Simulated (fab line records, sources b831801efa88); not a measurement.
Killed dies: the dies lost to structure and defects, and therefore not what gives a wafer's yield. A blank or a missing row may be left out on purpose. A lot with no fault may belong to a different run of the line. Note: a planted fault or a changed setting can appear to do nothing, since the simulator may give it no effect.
Which tool is to blame? + flow gf180mcu + 13 lots with 39 wafers sampled at 3 steps, on a route of 602 steps

## WHAT EACH GAUGE READ, for each wafer
GF_V2_THK_MEAS_01. Usual: for V2_CVD_00_THK the level is 599 nm and the standard deviation is 6.9.
| lot  | measured     | on            | V2_CVD_00_THK (nm) | flag |
|------|--------------|---------------|--------------------|------|
| L696 | day 19 04:54 | film metro-01 | 598 596 591        |      |
| L698 | day 19 21:54 | film metro-04 | 600 601 597        |      |
| L700 | day 20 18:40 | film metro-01 | 606 599 604        |      |
| L705 | day 22 21:31 | film metro-03 | 589 600 600        |      |
| L709 | day 24 04:25 | film metro-04 | 589 594 597        |      |
| L712 | day 25 00:17 | film metro-04 | 608 598 597        |      |
| L713 | day 25 08:36 | film metro-01 | 601 597 590        |      |
| L714 | day 25 17:16 | film metro-04 | 610 601 609        |      |
| L715 | day 25 22:35 | film metro-04 | 601 598 594        |      |
| L716 | day 26 04:37 | film metro-03 | 594 591 602        |      |
| L717 | day 26 13:19 | film metro-01 | 592 600 596        |      |
| L718 | day 26 20:43 | film metro-04 | 606 616 598        |      |
| L719 | day 27 06:28 | film metro-01 | 588 596 594        |      |

GF_M3_RS_MEAS_05: measurement is done with a four-point probe. Usual: for M3_ALCU_RS the level is 0.0697 ohm/sq and the standard deviation is 0.00083.
| lot  | measured     | on            | M3_ALCU_RS (ohm/sq)  | flag |
|------|--------------|---------------|----------------------|------|
| L696 | day 20 07:51 | film metro-03 | 0.0695 0.0684 0.0690 |      |
| L698 | day 21 00:50 | film metro-03 | 0.0691 0.0693 0.0702 |      |
| L700 | day 21 20:37 | film metro-03 | 0.0700 0.0706 0.0701 |      |
| L705 | day 23 22:58 | film metro-01 | 0.0715 0.0705 0.0703 |      |
| L709 | day 25 04:41 | film metro-02 | 0.0677 0.0683 0.0681 |      |
| L712 | day 26 00:26 | film metro-02 | 0.0699 0.0688 0.0695 |      |
| L713 | day 26 08:28 | film metro-03 | 0.0697 0.0686 0.0692 |      |
| L714 | day 26 16:07 | film metro-01 | 0.0705 0.0703 0.0709 |      |
| L715 | day 26 22:19 | film metro-03 | 0.0688 0.0697 0.0691 |      |
| L716 | day 27 03:39 | film metro-03 | 0.0708 0.0694 0.0704 |      |
| L717 | day 27 12:06 | film metro-02 | 0.0684 0.0678 0.0673 |      |
| L718 | day 27 19:10 | film metro-02 | 0.0682 0.0685 0.0675 |      |
| L719 | day 28 05:03 | film metro-01 | 0.0698 0.0705 0.0707 |      |

GF_V4_THK_MEAS_01. Usual: for V4_CVD_00_THK the level is 601 nm and the standard deviation is 4.7.
| lot  | measured     | on            | V4_CVD_00_THK (nm) | flag |
|------|--------------|---------------|--------------------|------|
| L696 | day 23 10:08 | film metro-04 | 609 603 605        |      |
| L698 | day 24 02:12 | film metro-04 | 610 607 610        |      |
| L700 | day 24 21:49 | film metro-04 | 597 603 603        |      |
| L705 | day 26 20:52 | film metro-01 | 600 604 607        |      |
| L709 | day 27 23:27 | film metro-01 | 601 602 595        |      |
| L712 | day 28 16:40 | film metro-01 | 604 601 604        |      |
| L713 | day 29 00:35 | film metro-03 | 602 597 612        |      |
| L714 | day 29 07:31 | film metro-03 | 597 599 596        |      |
| L715 | day 29 13:04 | film metro-01 | 598 595 594        |      |
| L716 | day 29 17:46 | film metro-03 | 602 601 604        |      |
| L717 | day 30 06:29 | film metro-03 | 601 601 599        |      |
| L718 | day 30 09:16 | film metro-01 | 598 600 599        |      |
| L719 | day 30 18:08 | film metro-01 | 607 590 599        |      |

## TOOL THAT RAN EACH LOT (tool first, then ch and the chambers of the sampled wafers, then the start)
Record: no process step prior to these readings.

## WHAT THE TOOLS THEMSELVES READ (means of the sampled wafers that have a number; where no wafer has one, the mark that the record gives instead)
The record holds no such reading with a usual standard deviation.

## THE ANSWER, worked out from the rows above alone
Rule: a lot is off if the mean of its wafers that have a number lies more than 3 standard deviations from the usual mean. Also off: a lot with no number at a reading for which 4 or more lots have one. Any other lot the step has rows for is counted as sound. First the gauges in route order, then the tools' own readings, where a lot's mean is used as printed above. At the first step where some lot is off, the reading lying furthest off is the one used; lots without a number count as furthest.
None of the lots is off at any reading shown; this tells nothing.

## WHAT WAS PUT IN BY THE SIMULATOR
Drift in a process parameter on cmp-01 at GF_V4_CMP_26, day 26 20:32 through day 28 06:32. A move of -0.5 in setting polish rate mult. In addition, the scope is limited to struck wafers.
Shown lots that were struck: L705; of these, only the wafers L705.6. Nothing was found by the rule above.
